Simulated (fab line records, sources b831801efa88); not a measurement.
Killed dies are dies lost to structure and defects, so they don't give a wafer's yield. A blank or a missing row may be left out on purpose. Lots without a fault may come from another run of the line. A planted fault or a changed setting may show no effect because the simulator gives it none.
Which tool did it? | flow sky130 | 10 lots, 30 wafers sampled, at 5 steps of a route of 708

WHAT THE GAUGES READ, wafer by wafer
SKY_METAL5_RS_MEAS_05: measures by four-point-probe.
lot  | measured     | on            | METAL5_ALCU_RS (ohm/sq)
L075 | day 42 20:55 | film_metro-02 | 0.0271 0.0274 0.0275
L078 | day 43 21:08 | film_metro-04 | 0.0270 0.0271 0.0271
L080 | day 44 06:51 | film_metro-02 | 0.0266 0.0268 0.0265
L082 | day 44 18:57 | film_metro-04 | 0.0275 0.0275 0.0279
L085 | day 45 15:50 | film_metro-02 | 0.0268 0.0267 0.0267
L087 | day 46 04:04 | film_metro-02 | 0.0269 0.0265 0.0267
L089 | day 46 16:55 | film_metro-04 | 0.0274 0.0269 0.0271
L091 | day 47 17:45 | film_metro-03 | 0.0270 0.0270 0.0270
L095 | day 48 13:34 | film_metro-02 | 0.0269 0.0270 0.0269
L096 | day 48 15:23 | film_metro-02 | 0.0269 0.0271 0.0271

WHICH TOOL RAN EACH LOT (tool, then ch and the chambers of the sampled wafers, then the start)
lot  | SKY_POLY_GATE_ETCH_15              | SKY_METAL1_ETCH_18                | SKY_METAL4_DESCUM_15              | SKY_METAL4_STRIP_19
L075 | rie_diel-03 ch 1,2,3, day 16 07:39 | rie_metal-03 ch 0,1, day 32 19:00 | rie_metal-02 ch 0,1, day 41 18:34 | plasma_asher-02 ch 0,1, day 41 18:54
L078 | rie_diel-01 ch 0,1,3, day 17 14:06 | rie_metal-04 ch 0,1, day 33 22:23 | rie_metal-02 ch 0,1, day 42 19:49 | plasma_asher-04 ch 0,1, day 42 20:09
L080 | rie_diel-03 ch 0,2,3, day 18 06:12 | rie_metal-04 ch 0,1, day 34 10:58 | rie_metal-02 ch 0,1, day 43 05:42 | plasma_asher-04 ch 0,1, day 43 06:02
L082 | rie_diel-03 ch 0,1,2, day 18 20:15 | rie_metal-01 ch 0,1, day 35 00:59 | rie_metal-02 ch 0,1, day 43 18:00 | plasma_asher-04 ch 0,1, day 43 18:20
L085 | rie_diel-04 ch 2,3, day 20 06:51   | rie_metal-01 ch 0,1, day 36 00:56 | rie_metal-02 ch 0,1, day 44 15:35 | plasma_asher-04 ch 0,1, day 44 15:54
L087 | rie_diel-03 ch 1,2, day 20 22:51   | rie_metal-01 ch 0,1, day 36 17:04 | rie_metal-02 ch 0,1, day 45 04:04 | plasma_asher-03 ch 0,1, day 45 04:35
L089 | rie_diel-03 ch 0,2, day 21 19:36   | rie_metal-04 ch 0,1, day 37 11:22 | rie_metal-04 ch 0,1, day 45 17:09 | plasma_asher-02 ch 0,1, day 45 17:29
L091 | rie_diel-03 ch 0,1,3, day 23 02:15 | rie_metal-04 ch 0,1, day 38 16:31 | rie_metal-04 ch 0,1, day 46 19:25 | plasma_asher-02 ch 0,1, day 46 19:44
L095 | rie_diel-01 ch 0,1,3, day 24 06:00 | rie_metal-01 ch 0,1, day 39 19:02 | rie_metal-04 ch 0,1, day 47 15:39 | plasma_asher-02 ch 0,1, day 47 15:59
L096 | rie_diel-03 ch 0,1, day 24 12:46   | rie_metal-01 ch 0,1, day 39 19:58 | rie_metal-02 ch 0,1, day 47 17:57 | plasma_asher-02 ch 0,1, day 47 18:16
- SKY_POLY_GATE_ETCH_15: etches BARC in N2/H2, stops on SiO2, time 118.5 s, target depth 110 nm.
- SKY_METAL1_ETCH_18: etches BARC in N2/H2, stops on SiO2, time 45.9 s, target depth 60 nm.
- SKY_METAL4_DESCUM_15: chemistry O2, time 8 s.
- SKY_METAL4_STRIP_19: strips in O2/N2.

THE ANSWER, worked out from the rows above alone
Rule: what is usual is taken from the lots themselves. Put in order of their means at a reading, lots are off if they are a third of the lots or fewer, leave a main group of 4 or more, and stand apart from it by a gap of 3 or more times the standard deviation of the main group's means; of several such gaps the widest counts. A main group whose means are all the same, to the digits that the tables above print for the reading, isn't used. A lot without any number at a reading at which 4 lots or more have one is off too. The other lots that the step has rows for count as sound.
No lot is off at any reading shown: from this, nothing can be told.

WHAT THE SIMULATOR HAD PUT IN
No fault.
